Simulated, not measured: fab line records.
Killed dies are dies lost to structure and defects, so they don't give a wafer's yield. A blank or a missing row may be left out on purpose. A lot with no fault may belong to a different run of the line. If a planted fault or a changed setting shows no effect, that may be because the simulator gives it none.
Problem report, 8D (eight disciplines) form, completed by code | flow sky130 | the parts of the form that need people (team, actions taken, sign-off) are left out

1. PROBLEM STATEMENT
Across 9 wafers from 3 lots, POLY_CUT_OVL at SKY_POLY_CUT_OVL_MEAS_09 averages 52 nm, while fault-free wafers read 3 nm with a standard deviation of 5.2. That puts it +9.4 standard deviations away from the usual mean.
The first sign was on wafer L423.1 at day 27 04:17, on overlay-02. Wafers with a number at this step in the record: 36, from 12 lots. Rule for "out" (also "out of limits"): further than 4 standard deviations from the usual mean. Any other wafer with a number is counted as sound.

2. WHAT IT IS; WHAT IT IS NOT
question                    | is                     | is not
which readings at this step | POLY_CUT_OVL           | -
which lots                  | L423, L425, L426       | L414, L416, L418, L419, L421, L422, L432, L433, L436
which wafers of those lots  | all that have a number | -
read on which gauges        | overlay-02             | overlay-01
when                        | from day 27 04:17      | up to then (18 sound wafers); but 9 sound wafers of L432, L433, L436 came after

3. THE SUSPECTS, EACH WITH WHAT RULES IT OUT
Counting: a tool at any process step up to the reading remains a suspect when it ran all the lots that are out and ran no sound lot after the first of those.
- the gauge at SKY_POLY_CUT_OVL_MEAS_09: kept. All the wafers that are out were read on overlay-02, and no step on other tools shows them out.
- krf-scanner-02 at SKY_POLY_CUT_EXPOSE_05 (exposes mask NPCM, target cd 270 nm): kept. It processed each lot that is out, first L423 at day 26 13:40, and no sound lot thereafter; up to then, the last sound lot it processed was L422 at day 26 08:51.
The count leaves overlay-02 at SKY_POLY_CUT_OVL_MEAS_09 and krf-scanner-02 at SKY_POLY_CUT_EXPOSE_05.

4. THE CAUSE (what the simulator had put in)
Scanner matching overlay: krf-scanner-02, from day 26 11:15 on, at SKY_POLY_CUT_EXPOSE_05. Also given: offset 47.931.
Counting leaves 2 suspects; this tool is one of them.

5. THE CHAIN OF EFFECTS, in route order
Each row: a reading whose mean over the struck wafers that have a number lies more than 3 standard deviations from the usual. Readings are gone through only where the record gives a usual standard deviation; hours: the median, over the lots, of the time from a lot's start at the first step in this table giving one to that lot's start at this step; sigmas: the change measured in usual standard deviations.
hours | step                     | reading      | usual | on struck wafers | change | sigmas
0     | SKY_POLY_CUT_OVL_MEAS_09 | POLY_CUT_OVL | 3 nm  | 52               | +49    | +9.4

6. WHAT WOULD HAVE CAUGHT IT SOONER
In this record the first reading out of limits at a measuring or inspecting step was taken at day 27 04:17, 17 hours after the fault began at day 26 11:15.
Of the lots that are out (3), L425, L426 began SKY_POLY_CUT_EXPOSE_05 on krf-scanner-02 after day 27 04:17. A hold on the tool at that time would have spared those 2.
